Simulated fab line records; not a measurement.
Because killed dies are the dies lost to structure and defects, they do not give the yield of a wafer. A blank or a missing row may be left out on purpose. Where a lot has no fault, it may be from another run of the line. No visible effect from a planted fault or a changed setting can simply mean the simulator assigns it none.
Code-filled problem report in 8D (eight disciplines) form | flow gf180mcu | the parts of the form that need people (team, actions taken, sign-off) are left out

== 1. THE ISSUE ==
Wafers free of any fault read 600 nm (standard deviation 5.5) for V3_CVD_00_THK at GF_V3_THK_MEAS_01, against a mean of 481 nm on 6 wafers of 2 lots. Measured from the usual mean, that is -22 standard deviations.
Seen first at day 22 11:19 on film_metro-04, wafer L459.2. Wafers with a number at this step in the record: 36, from 12 lots. The rule behind "out" and "out of limits": a value lying over 4 standard deviations away from the usual mean. The other wafers with a number count as sound.

== 2. WHAT THIS IS AND IS NOT ==
question                    | is                           | is not
which readings at this step | V3_CVD_00_THK                | -
which lots                  | L459, L461                   | L456, L457, L463, L469, L470, L471, L472, L473, L475, L478
which wafers of those lots  | all that have a number       | -
read on which gauges        | film_metro-02, film_metro-04 | film_metro-03
when                        | from day 22 11:19            | up to then (6 sound wafers); but 24 sound wafers of L463, L469, L470, L471, L472, L473, L475, L478 came after

== 3. WHAT RULES OUT EACH SUSPECT ==
Counting: any tool at a process step up to the reading is kept as a suspect provided that every lot that is out went through it and no sound lot did after the first of them.
- the gauge at GF_V3_THK_MEAS_01: ruled out. The wafers that are out were read on 2 gauges (film_metro-02, film_metro-04).
- plasma_asher-04 at GF_M2_STRIP_17 (strips in O2/N2): ruled out as a lasting fault. After its first lot that is out, L459 (day 20 07:28), sound lots L475, L478 ran on it.
- hdpcvd-02 at GF_V3_CVD_00 (deposits SiO2, target thk 600 nm, time 100 s): ruled out as a lasting fault. After its first lot that is out, L459 (day 22 11:14), sound lots L472, L473, L475, L478 ran on it.
Left after counting: nothing in the record.

== 4. THE CAUSE (what the simulator had put in) ==
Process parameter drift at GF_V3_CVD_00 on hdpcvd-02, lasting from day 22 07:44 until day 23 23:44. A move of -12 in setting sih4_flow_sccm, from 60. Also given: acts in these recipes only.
The count ruled it out by mistake, since the rule takes a fault to strike every lot its tool runs from the start of the fault on, and this one did not do so.

== 5. THE CHAIN OF EFFECTS, in route order ==
One row per reading whose mean, taken over the struck wafers that have a number, lies over 3 standard deviations from the usual. Scope: only readings with a usual standard deviation given in the record; hours: median across lots of the time from each lot's start at the first step in this table that gives one to its start at this step; sigmas: change in usual standard deviations.
hours | step              | reading        | usual      | on struck wafers | change | sigmas
0     | GF_V3_CVD_00      | sih4_flow_sccm | 60.01 sccm | 48.14            | -11.87 | -66
0     | GF_V3_THK_MEAS_01 | V3_CVD_00_THK  | 600 nm     | 481              | -119   | -22
It contains these process steps:
- GF_V3_CVD_00: deposits SiO2, target thk 600 nm, time 100 s.

== 6. WHAT WOULD HAVE CAUGHT IT SOONER ==
In this record the first reading out of limits at a measuring or inspecting step was taken at day 22 11:19, 4 hours after the fault began at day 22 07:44.
The tool's own readings at GF_V3_CVD_00 were out on every struck wafer that the step has a row for (sih4_flow_sccm): an alarm limit on them would have fired on the first of those.
